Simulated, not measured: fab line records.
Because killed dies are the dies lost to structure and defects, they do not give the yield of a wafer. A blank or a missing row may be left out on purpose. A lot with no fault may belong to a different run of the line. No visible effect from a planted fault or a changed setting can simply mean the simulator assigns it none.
fab line records	flow sky130
[record] lots = 24	wafers = 72	last_day = 50
route steps=708 shown VIA1@470 METAL2@484 CAPM@537 METAL4@631 VIA4@651 METAL5@666
lots with no fault: from the same line, run without faults
start_h: hours from the record's first day to the start of the lot's first wafer shown	wait_h: how many hours have passed since the lot's step before this one	" repeats the value in the row above	L1.1+2: a single row standing in for several wafers	- no value, or no start was given	* or withheld: withheld	< > ~ a bound
route shown NAME@n: a module of which the file shows steps, and the number in the route of the first	usual: average and standard deviation across the fault-free wafers	same: alike in all rows	chamber/n: place in a boat	sites: each site's reading	_std_site: standard deviation of those values	_edge_site: outer sites' mean less inner sites'	radius_mm: for every site, how far away it sits from the centre of the wafer	mask NAME#n: copy n	behind: tool/chamber where the wafer was last shaped	hold: the reason the lot was held/the length of the hold in hours/how it ended	device: the n, p or np transistor that did not switch	end of line: the tests these same wafers got at the end of their route	a step with no rows: only its recipe	killed: the dies lost at the first sort to structure and to defects; this is not the yield of the wafer	map: per-die view of a wafer (x killed, . not killed, _ where there is no die)
set.NAME: the run value of the setting; set.NAME@STEP: its run value at that earlier step	model.NAME: the simulator's own value behind a step, which no gauge read
route steps across a sampled set of lots; one table per step, one row per wafer
services: a tool's chamber out of use, with start hour (start_h, from the record's first day; less than 0 if before it), hours out, and reason
[[steps]]
[step SKY_VIA1_CD_MEAS_12]
[recipe] target_cd_nm = 150
[usual] cd_nm = 150.4/1.7
lot.wafer	tool	chamber	start_h	wait_h	cd_nm
L074.2	cd_sem-01	-	791.92	-	150.9
L074.4	"	-	"	"	149.6
L074.5	"	-	"	"	150.6
L075.2	cd_sem-02	-	808.42	-	150.8
L075.4	"	-	"	"	152.3
L075.6	"	-	"	"	151.3
L076.1	cd_sem-01	-	813.11	-	150.6
L076.2	"	-	"	"	150.2
L076.6	"	-	"	"	149.5
L077.2	cd_sem-01	-	828.00	-	148.3
L077.5	"	-	"	"	149.7
L077.6	"	-	"	"	149.4
L078.1	cd_sem-01	-	832.55	-	152.2
L078.5	"	-	"	"	155.0
L078.6	"	-	"	"	153.7
L079.1	cd_sem-02	-	839.93	-	152.0
L079.2	"	-	"	"	153.0
L079.5	"	-	"	"	154.4
L080.1	cd_sem-02	-	846.18	-	152.0
L080.4	"	-	"	"	153.4
L080.5	"	-	"	"	151.6
L082.3	cd_sem-02	-	858.45	-	147.8
L082.4	"	-	"	"	147.8
L082.5	"	-	"	"	148.1
L081.2	cd_sem-01	-	859.37	-	145.8
L081.5	"	-	"	"	148.2
L081.6	"	-	"	"	147.6
L083.1	cd_sem-02	-	869.91	-	147.2
L083.5	"	-	"	"	147.6
L083.6	"	-	"	"	148.3
L084.3	cd_sem-02	-	879.67	-	149.5
L084.4	"	-	"	"	147.4
L084.5	"	-	"	"	147.8
L085.2	cd_sem-01	-	880.42	-	149.7
L085.3	"	-	"	"	150.4
L085.5	"	-	"	"	150.4
L086.1	cd_sem-01	-	891.50	-	150.2
L086.5	"	-	"	"	152.6
L086.6	"	-	"	"	149.9
L087.2	cd_sem-02	-	897.30	-	152.1
L087.4	"	-	"	"	151.0
L087.5	"	-	"	"	151.5
L088.3	cd_sem-02	-	906.54	-	149.0
L088.4	"	-	"	"	151.8
L088.5	"	-	"	"	152.1
L089.3	cd_sem-01	-	916.10	-	150.7
L089.5	"	-	"	"	150.6
L089.6	"	-	"	"	151.3
L090.1	cd_sem-02	-	918.61	-	151.9
L090.2	"	-	"	"	152.1
L090.6	"	-	"	"	152.6
L091.2	cd_sem-01	-	925.97	-	149.2
L091.4	"	-	"	"	148.2
L091.6	"	-	"	"	148.2
L092.1	cd_sem-01	-	935.48	-	151.2
L092.4	"	-	"	"	150.3
L092.5	"	-	"	"	148.5
L093.1	cd_sem-02	-	937.58	-	150.1
L093.3	"	-	"	"	150.5
L093.6	"	-	"	"	151.1
L094.2	cd_sem-01	-	940.35	-	151.6
L094.3	"	-	"	"	151.0
L094.5	"	-	"	"	149.6
L095.4	cd_sem-01	-	957.14	-	150.4
L095.5	"	-	"	"	148.5
L095.6	"	-	"	"	150.2
L096.1	cd_sem-02	-	963.26	-	150.8
L096.4	"	-	"	"	151.7
L096.6	"	-	"	"	151.1
L097.1	cd_sem-02	-	974.91	-	149.7
L097.4	"	-	"	"	150.4
L097.6	"	-	"	"	152.5
[step SKY_METAL2_SPUTTER_01]
[recipe] material = TiN	target_thk_nm = 20	power_w = 6500	time_s = 16.7	chamber_pressure_pa = 0.4
[usual] chamber_pressure_pa = 0.4001/0.0014	throttle_valve_pct = 30.2/0.53
lot.wafer	tool	chamber	start_h	wait_h	chamber_pressure_pa	throttle_valve_pct
L074.2	pvd_sputter-04	-	793.43	0.0	0.4003	30.1
L074.4	"	-	"	"	0.4007	29.5
L074.5	"	-	"	"	0.4010	29.9
L075.2	pvd_sputter-04	-	809.90	0.0	0.3994	30.0
L075.4	"	-	"	"	0.4002	30.0
L075.6	"	-	"	"	0.3992	30.8
L076.1	pvd_sputter-02	-	814.62	0.0	0.3901	30.5
L076.2	"	-	"	"	0.3999	30.3
L076.6	"	-	"	"	0.3995	31.1
L077.2	pvd_sputter-04	-	829.47	0.0	0.4014	29.8
L077.5	"	-	"	"	0.3992	30.1
L077.6	"	-	"	"	0.3990	29.4
L078.1	pvd_sputter-04	-	834.05	0.0	0.4006	30.2
L078.5	"	-	"	"	0.4011	30.8
L078.6	"	-	"	"	0.4010	30.1
L079.1	pvd_sputter-02	-	841.42	0.0	0.3994	30.5
L079.2	"	-	"	"	0.4001	31.2
L079.5	"	-	"	"	0.4009	31.5
L080.1	pvd_sputter-03	-	848.02	0.0	0.4007	29.6
L080.4	"	-	"	"	0.4004	30.1
L080.5	"	-	"	"	0.4010	30.1
L082.3	pvd_sputter-03	-	859.90	0.0	0.4014	30.0
L082.4	"	-	"	"	0.3999	29.0
L082.5	"	-	"	"	0.4008	30.4
L081.2	pvd_sputter-03	-	860.85	0.0	0.3987	29.0
L081.5	"	-	"	"	0.4008	29.8
L081.6	"	-	"	"	0.4013	30.5
L083.1	pvd_sputter-04	-	871.67	0.0	0.3999	30.7
L083.5	"	-	"	"	0.4001	30.5
L083.6	"	-	"	"	0.4002	30.2
L084.3	pvd_sputter-04	-	881.22	0.0	0.3996	30.8
L084.4	"	-	"	"	0.4003	30.0
L084.5	"	-	"	"	0.4004	30.0
L085.2	pvd_sputter-03	-	882.34	0.0	0.3998	29.2
L085.3	"	-	"	"	0.3993	30.1
L085.5	"	-	"	"	0.3997	29.8
L086.1	pvd_sputter-04	-	893.00	0.0	0.4003	30.1
L086.5	"	-	"	"	0.3992	30.0
L086.6	"	-	"	"	0.3992	30.6
L087.2	pvd_sputter-02	-	898.77	0.0	0.4006	30.6
L087.4	"	-	"	"	0.3995	30.6
L087.5	"	-	"	"	0.4002	30.3
L088.3	pvd_sputter-04	-	908.03	0.0	0.3998	30.7
L088.4	"	-	"	"	0.3984	29.5
L088.5	"	-	"	"	0.4000	29.5
L089.3	pvd_sputter-04	-	917.59	0.0	0.4008	30.0
L089.5	"	-	"	"	0.3997	29.5
L089.6	"	-	"	"	0.4009	30.0
L090.1	pvd_sputter-02	-	920.10	0.0	0.4007	30.4
L090.2	"	-	"	"	0.4003	30.3
L090.6	"	-	"	"	0.3996	30.5
L091.2	pvd_sputter-04	-	927.45	0.0	0.3992	30.8
L091.4	"	-	"	"	0.4013	30.2
L091.6	"	-	"	"	0.3999	30.5
L092.1	pvd_sputter-03	-	937.19	0.0	0.3996	30.0
L092.4	"	-	"	"	0.4011	29.9
L092.5	"	-	"	"	0.4011	29.1
L093.1	pvd_sputter-04	-	939.07	0.0	0.3992	30.0
L093.3	"	-	"	"	0.4004	30.1
L093.6	"	-	"	"	0.3995	30.2
L094.2	pvd_sputter-02	-	941.85	0.0	0.4002	30.6
L094.3	"	-	"	"	0.4022	31.4
L094.5	"	-	"	"	0.4004	30.5
L095.4	pvd_sputter-04	-	958.57	0.0	0.3993	30.4
L095.5	"	-	"	"	0.4003	29.8
L095.6	"	-	"	"	0.4002	30.7
L096.1	pvd_sputter-04	-	964.75	0.0	0.3984	29.5
L096.4	"	-	"	"	0.4008	29.8
L096.6	"	-	"	"	0.4005	30.2
L097.1	pvd_sputter-03	-	976.56	0.0	0.4005	30.1
L097.4	"	-	"	"	0.4004	30.9
L097.6	"	-	"	"	0.4004	30.2
[step SKY_CAPM_CVD_00]
[recipe] material = SiO2	target_thk_nm = 15.5	temp_c = 400	time_s = withheld	rf_w = 450
[usual] heater_power_w = 720/71
lot.wafer	tool	chamber	start_h	wait_h	heater_power_w
L074.2	pecvd-04	2	848.81	0.0	808
L074.4	"	0	"	"	723
L074.5	"	2	"	"	805
L075.2	pecvd-04	2	867.13	0.0	798
L075.4	"	1	"	"	738
L075.6	"	0	"	"	765
L076.1	pecvd-01	1	870.90	0.0	693
L076.2	"	0	"	"	772
L076.6	"	1	"	"	715
L077.2	pecvd-01	1	884.43	0.0	785
L077.5	"	0	"	"	839
L077.6	"	1	"	"	782
L078.1	pecvd-04	1	890.56	0.0	713
L078.5	"	2	"	"	787
L078.6	"	1	"	"	704
L079.1	pecvd-04	2	896.04	0.0	767
L079.2	"	1	"	"	650
L079.5	"	1	"	"	637
L080.1	pecvd-04	2	903.14	0.0	711
L080.4	"	2	"	"	722
L080.5	"	1	"	"	774
L082.3	pecvd-04	1	914.32	0.0	781
L082.4	"	2	"	"	645
L082.5	"	1	"	"	771
L081.2	pecvd-02	2	915.79	0.0	596
L081.5	"	1	"	"	798
L081.6	"	0	"	"	685
L083.1	pecvd-02	0	925.79	0.0	764
L083.5	"	1	"	"	698
L083.6	"	2	"	"	629
L084.3	pecvd-01	2	934.94	0.0	620
L084.4	"	0	"	"	710
L084.5	"	1	"	"	777
L085.2	pecvd-02	2	935.94	0.0	581
L085.3	"	1	"	"	780
L085.5	"	0	"	"	673
L086.1	pecvd-02	0	946.21	0.0	673
L086.5	"	0	"	"	654
L086.6	"	1	"	"	752
L087.2	pecvd-02	2	951.75	0.0	669
L087.4	"	2	"	"	664
L087.5	"	0	"	"	755
L088.3	pecvd-01	0	960.41	0.0	793
L088.4	"	0	"	"	767
L088.5	"	2	"	"	569
L089.3	pecvd-02	1	970.30	0.0	772
L089.5	"	2	"	"	648
L089.6	"	0	"	"	630
L090.1	pecvd-01	0	972.90	0.0	826
L090.2	"	1	"	"	676
L090.6	"	0	"	"	803
L091.2	pecvd-01	2	981.09	0.0	610
L091.4	"	0	"	"	770
L091.6	"	1	"	"	791
L092.1	pecvd-04	1	988.24	0.0	760
L092.4	"	1	"	"	745
L092.5	"	2	"	"	761
L093.1	pecvd-02	1	990.74	0.0	775
L093.3	"	0	"	"	634
L093.6	"	1	"	"	766
L094.2	pecvd-01	0	992.56	0.0	812
L094.3	"	2	"	"	605
L094.5	"	2	"	"	584
L095.4	pecvd-02	2	1009.59	0.0	668
L095.5	"	0	"	"	757
L095.6	"	1	"	"	782
L096.1	pecvd-04	2	1015.93	0.0	784
L096.4	"	0	"	"	764
L096.6	"	2	"	"	790
L097.1	pecvd-02	1	1027.19	0.0	830
L097.4	"	1	"	"	815
L097.6	"	2	"	"	660
[step SKY_METAL4_DESCUM_15]
[recipe] chemistry = O2	source_power_w = 150	bias_power_w = 0	pressure_mtorr = 10	temp_c = 40	time_s = 8
[usual] drypump_motor_current_A = 5.65/0.22	he_backside_leak_sccm = 3.4/0.4	oes_product_au = 1.003/0.007
lot.wafer	tool	chamber	start_h	wait_h	drypump_motor_current_A	he_backside_leak_sccm	oes_product_au	rf_hours_counter_h
L074.2	rie_metal-03	1	980.22	0.0	5.66	3.4	1.001	13
L074.4	"	1	"	"	5.68	3.2	1.004	-
L074.5	"	1	"	"	5.67	3.4	1.001	-
L075.2	rie_metal-03	1	995.62	0.0	5.65	3.7	1.007	13
L075.4	"	0	"	"	5.92	3.4	0.992	-
L075.6	"	1	"	"	5.66	3.7	1.004	-
L076.1	rie_metal-04	0	999.04	0.0	5.41	3.5	1.000	10
L076.2	"	1	"	"	5.93	3.2	0.998	12
L076.6	"	0	"	"	5.39	3.6	1.002	-
L077.2	rie_metal-04	1	1010.48	0.0	5.92	3.0	1.009	13
L077.5	"	0	"	"	5.40	3.5	1.001	-
L077.6	"	1	"	"	5.96	3.2	1.002	-
L078.1	rie_metal-02	1	1017.66	0.0	5.43	3.1	1.008	18
L078.5	"	1	"	"	5.46	3.1	1.010	-
L078.6	"	0	"	"	5.47	3.4	1.005	-
L079.1	rie_metal-04	0	1021.64	0.0	5.42	3.5	1.006	11
L079.2	"	1	"	"	5.98	3.1	1.001	14
L079.5	"	0	"	"	5.44	3.7	0.997	-
L080.1	rie_metal-04	1	1029.76	0.0	5.94	3.2	1.004	14
L080.4	"	1	"	"	5.91	3.0	1.006	-
L080.5	"	1	"	"	5.96	3.3	1.004	-
L082.3	rie_metal-03	0	1038.18	0.0	5.92	3.5	0.994	-
L082.4	"	1	"	"	5.66	3.6	1.009	-
L082.5	"	0	"	"	5.94	3.3	0.995	-
L081.2	rie_metal-02	0	1039.54	0.0	5.44	3.3	1.000	10
L081.5	"	0	"	"	5.45	3.3	1.008	-
L081.6	"	1	"	"	5.46	3.1	1.009	-
L083.1	rie_metal-03	1	1049.32	0.0	5.66	3.1	0.998	17
L083.5	"	1	"	"	5.67	3.5	0.984	-
L083.6	"	0	"	"	5.95	3.4	0.992	-
L084.3	rie_metal-03	0	1056.57	0.0	5.89	3.6	0.995	-
L084.4	"	1	"	"	5.66	3.2	0.991	-
L084.5	"	0	"	"	5.91	3.4	0.994	-
L085.2	rie_metal-02	1	1057.49	0.0	5.47	3.2	1.014	21
L085.3	"	0	"	"	5.45	3.5	1.008	-
L085.5	"	0	"	"	5.47	3.6	1.008	-
L086.1	rie_metal-02	1	1067.14	0.0	5.42	3.0	1.001	22
L086.5	"	0	"	"	5.45	3.3	0.989	-
L086.6	"	1	"	"	5.46	3.1	1.012	-
L087.2	rie_metal-02	1	1070.67	0.0	5.48	3.2	1.002	22
L087.4	"	0	"	"	5.46	3.0	1.005	-
L087.5	"	0	"	"	5.47	3.2	1.008	-
L088.3	rie_metal-03	0	1078.79	0.0	5.91	3.5	1.008	-
L088.4	"	0	"	"	5.94	3.6	1.009	-
L088.5	"	0	"	"	5.91	3.6	0.998	-
L089.3	rie_metal-03	0	1087.80	0.0	5.95	3.6	1.004	-
L089.5	"	1	"	"	5.68	3.2	0.991	-
L089.6	"	0	"	"	5.92	3.7	0.996	-
L090.1	rie_metal-04	0	1089.82	0.0	5.39	3.5	0.990	17
L090.2	"	1	"	"	5.95	3.3	0.998	19
L090.6	"	0	"	"	5.38	3.7	1.006	-
L091.2	rie_metal-02	0	1097.37	0.0	5.45	3.5	1.003	14
L091.4	"	1	"	"	5.46	3.1	1.009	-
L091.6	"	1	"	"	5.47	3.1	1.022	-
L092.1	rie_metal-03	1	1102.76	0.0	5.66	3.7	1.011	21
L092.4	"	1	"	"	5.66	3.7	1.007	-
L092.5	"	0	"	"	5.90	3.6	1.009	-
L093.1	rie_metal-03	1	1106.11	0.0	5.64	3.4	0.999	22
L093.3	"	1	"	"	5.66	3.5	1.008	-
L093.6	"	1	"	"	5.66	3.5	1.000	-
L094.2	rie_metal-02	0	1107.24	0.0	5.45	3.5	1.001	15
L094.3	"	1	"	"	5.47	3.2	1.013	-
L094.5	"	0	"	"	5.45	3.5	1.013	-
L095.4	rie_metal-02	0	1119.82	0.0	5.46	3.5	1.012	-
L095.5	"	1	"	"	5.46	3.1	1.014	-
L095.6	"	0	"	"	5.48	3.5	1.018	-
L096.1	rie_metal-02	1	1127.96	0.0	5.46	3.3	0.999	26
L096.4	"	0	"	"	5.44	3.6	1.005	-
L096.6	"	0	"	"	5.45	3.7	1.005	-
L097.1	rie_metal-03	1	1137.64	0.0	5.65	3.4	0.994	24
L097.4	"	1	"	"	5.65	3.8	0.997	-
L097.6	"	1	"	"	5.66	3.7	0.994	-
[step SKY_VIA4_ETCH_12]
[recipe] target = SiO2	chemistry = C4F8/O2/Ar	stop_on = TiN	mask_material = NOVOLAK	source_w = 1500	bias_w = 1200	pressure_mtorr = 40	c4f8_flow_sccm = withheld	O2_flow_sccm = 6	Ar_flow_sccm = 300	time_s = withheld	target_depth_a = 5800
[usual] oes_product_au = 0.926/0.0049
lot.wafer	tool	chamber	start_h	wait_h	oes_product_au
L074.2	rie_diel-03	2	1005.54	0.0	0.921
L074.4	"	1	"	"	0.930
L074.5	"	1	"	"	0.917
L075.2	rie_diel-04	2	1020.44	0.0	0.935
L075.4	"	3	"	"	0.916
L075.6	"	1	"	"	0.924
L076.1	rie_diel-03	2	1023.89	0.0	0.925
L076.2	"	3	"	"	0.917
L076.6	"	0	"	"	0.925
L077.2	rie_diel-04	2	1035.37	0.0	0.937
L077.5	"	1	"	"	0.930
L077.6	"	0	"	"	0.918
L078.1	rie_diel-04	3	1043.04	0.0	0.926
L078.5	"	2	"	"	0.933
L078.6	"	3	"	"	0.931
L079.1	rie_diel-03	1	1045.84	0.0	0.921
L079.2	"	2	"	"	0.920
L079.5	"	0	"	"	0.927
L080.1	rie_diel-04	1	1052.94	0.0	0.928
L080.4	"	2	"	"	0.936
L080.5	"	2	"	"	0.927
L082.3	rie_diel-04	0	1062.47	0.0	0.929
L082.4	"	3	"	"	0.933
L082.5	"	1	"	"	0.928
L081.2	rie_diel-03	0	1063.19	0.0	0.927
L081.5	"	3	"	"	0.931
L081.6	"	2	"	"	0.923
L083.1	rie_diel-02	3	1072.24	0.0	0.931
L083.5	"	2	"	"	0.923
L083.6	"	3	"	"	0.919
L084.3	rie_diel-03	0	1078.67	0.0	0.927
L084.4	"	1	"	"	0.927
L084.5	"	2	"	"	0.928
L085.2	rie_diel-02	2	1079.77	0.0	0.918
L085.3	"	3	"	"	0.921
L085.5	"	1	"	"	0.922
L086.1	rie_diel-02	0	1089.34	0.0	0.933
L086.5	"	2	"	"	0.932
L086.6	"	1	"	"	0.931
L087.2	rie_diel-02	2	1093.34	0.0	0.935
L087.4	"	3	"	"	0.925
L087.5	"	2	"	"	0.922
L088.3	rie_diel-02	3	1101.14	0.0	0.930
L088.4	"	0	"	"	0.924
L088.5	"	0	"	"	0.927
L089.3	rie_diel-04	1	1110.07	0.0	0.928
L089.5	"	1	"	"	0.934
L089.6	"	0	"	"	0.932
L090.1	rie_diel-04	3	1111.77	0.0	0.922
L090.2	"	1	"	"	0.920
L090.6	"	2	"	"	0.929
L091.2	rie_diel-03	3	1118.99	0.0	0.920
L091.4	"	2	"	"	0.926
L091.6	"	0	"	"	0.926
L092.1	rie_diel-03	3	1123.39	0.0	0.931
L092.4	"	2	"	"	0.924
L092.5	"	3	"	"	0.922
L093.1	rie_diel-04	0	1127.49	0.0	0.928
L093.3	"	2	"	"	0.931
L093.6	"	2	"	"	0.925
L094.2	rie_diel-02	0	1129.32	0.0	0.920
L094.3	"	1	"	"	0.930
L094.5	"	0	"	"	0.929
L095.4	rie_diel-02	2	1140.65	0.0	0.927
L095.5	"	1	"	"	0.920
L095.6	"	2	"	"	0.922
L096.1	rie_diel-04	3	1147.99	0.0	0.921
L096.4	"	3	"	"	0.929
L096.6	"	1	"	"	0.929
L097.1	rie_diel-03	1	1156.70	0.0	0.922
L097.4	"	3	"	"	0.922
L097.6	"	2	"	"	0.933
[step SKY_METAL5_RS_MEAS_05]
[recipe] thk_meas_gauge = four-point-probe	reads = TiN_of_METAL5_SPUTTER_04+Ti_of_METAL5_SPUTTER_03+AlCu_of_METAL5_SPUTTER_02+TiN_of_METAL5_SPUTTER_01+Ti_of_METAL5_SPUTTER_00
[usual] METAL5_ALCU_RS = 0.02701/0.00022
lot.wafer	tool	chamber	start_h	wait_h	METAL5_ALCU_RS[ohm/sq]
L074.2	film_metro-02	-	1007.09	0.0	0.02692
L074.4	"	-	"	"	0.02716
L074.5	"	-	"	"	0.02681
L075.2	film_metro-02	-	1021.99	0.0	0.02702
L075.4	"	-	"	"	0.02702
L075.6	"	-	"	"	0.02706
L076.1	film_metro-02	-	1025.42	0.0	0.02712
L076.2	"	-	"	"	0.027
L076.6	"	-	"	"	0.02678
L077.2	film_metro-04	-	1036.92	0.0	0.02688
L077.5	"	-	"	"	0.02686
L077.6	"	-	"	"	0.02656
L078.1	film_metro-02	-	1044.65	0.0	0.027
L078.5	"	-	"	"	0.02691
L078.6	"	-	"	"	0.02703
L079.1	film_metro-04	-	1047.43	0.0	0.02699
L079.2	"	-	"	"	0.02681
L079.5	"	-	"	"	0.02697
L080.1	film_metro-01	-	1054.51	0.0	0.02711
L080.4	"	-	"	"	0.02706
L080.5	"	-	"	"	0.02712
L082.3	film_metro-02	-	1064.09	0.1	0.02701
L082.4	"	-	"	"	0.02685
L082.5	"	-	"	"	0.02706
L081.2	film_metro-01	-	1064.83	0.0	0.0274
L081.5	"	-	"	"	0.02776
L081.6	"	-	"	"	0.0275
L083.1	film_metro-04	-	1074.17	0.0	0.02693
L083.5	"	-	"	"	0.02688
L083.6	"	-	"	"	0.0269
L084.3	film_metro-01	-	1080.23	0.1	0.02705
L084.4	"	-	"	"	0.02706
L084.5	"	-	"	"	0.02705
L085.2	film_metro-04	-	1081.38	0.0	0.02741
L085.3	"	-	"	"	0.02723
L085.5	"	-	"	"	0.02717
L086.1	film_metro-02	-	1091.14	0.0	0.02669
L086.5	"	-	"	"	0.02672
L086.6	"	-	"	"	0.02651
L087.2	film_metro-04	-	1094.99	0.0	0.02733
L087.4	"	-	"	"	0.02719
L087.5	"	-	"	"	0.02728
L088.3	film_metro-01	-	1102.71	0.1	0.02716
L088.4	"	-	"	"	0.02706
L088.5	"	-	"	"	0.027
L089.3	film_metro-01	-	1112.33	0.1	0.02713
L089.5	"	-	"	"	0.02715
L089.6	"	-	"	"	0.0271
L090.1	film_metro-04	-	1113.79	0.0	0.02731
L090.2	"	-	"	"	0.02728
L090.6	"	-	"	"	0.02741
L091.2	film_metro-01	-	1120.54	0.0	0.02704
L091.4	"	-	"	"	0.02679
L091.6	"	-	"	"	0.02695
L092.1	film_metro-01	-	1124.93	0.0	0.0275
L092.4	"	-	"	"	0.02719
L092.5	"	-	"	"	0.02729
L093.1	film_metro-01	-	1129.09	0.0	0.02691
L093.3	"	-	"	"	0.02709
L093.6	"	-	"	"	0.02714
L094.2	film_metro-02	-	1131.11	0.0	0.02691
L094.3	"	-	"	"	0.02694
L094.5	"	-	"	"	0.02668
L095.4	film_metro-02	-	1142.33	0.1	0.02717
L095.5	"	-	"	"	0.02698
L095.6	"	-	"	"	0.02714
L096.1	film_metro-04	-	1149.56	0.0	0.02683
L096.4	"	-	"	"	0.02702
L096.6	"	-	"	"	0.02674
L097.1	film_metro-04	-	1158.32	0.0	0.02711
L097.4	"	-	"	"	0.02657
L097.6	"	-	"	"	0.02686
[[services]]
tool	chamber	start_h	hours	kind
rie_metal-03	0	784.67	26.2	repair
pvd_sputter-04	-	812.25	5.8	repair
rie_metal-02	0	817.49	16.7	repair
rie_metal-02	1	820.36	7.9	repair
pecvd-04	-	822.54	2.8	pm
pecvd-04	-	825.46	0.9	repair
pvd_sputter-04	-	859.06	4.7	repair
pecvd-04	-	875.03	1.6	repair
rie_diel-03	-	896.80	15.6	pm
rie_diel-04	1	903.66	8.8	repair
rie_diel-03	-	912.40	14.6	pm
pecvd-04	-	925.15	28.1	pm
pecvd-02	-	927.39	2.8	pm
rie_diel-03	2	934.23	3.7	repair
rie_diel-03	-	955.93	1.2	repair
rie_diel-03	3	966.75	7.6	repair
rie_diel-04	0	992.85	20.4	repair
rie_metal-02	-	993.73	14.6	pm
pvd_sputter-04	-	1059.59	7.5	repair
rie_diel-04	-	1071.11	28.1	pm
rie_metal-03	1	1075.80	3.2	repair
pecvd-02	-	1080.01	0.7	repair
rie_diel-04	-	1120.65	2.8	pm
rie_diel-04	2	1144.85	10.8	repair
[[key]]
fault none
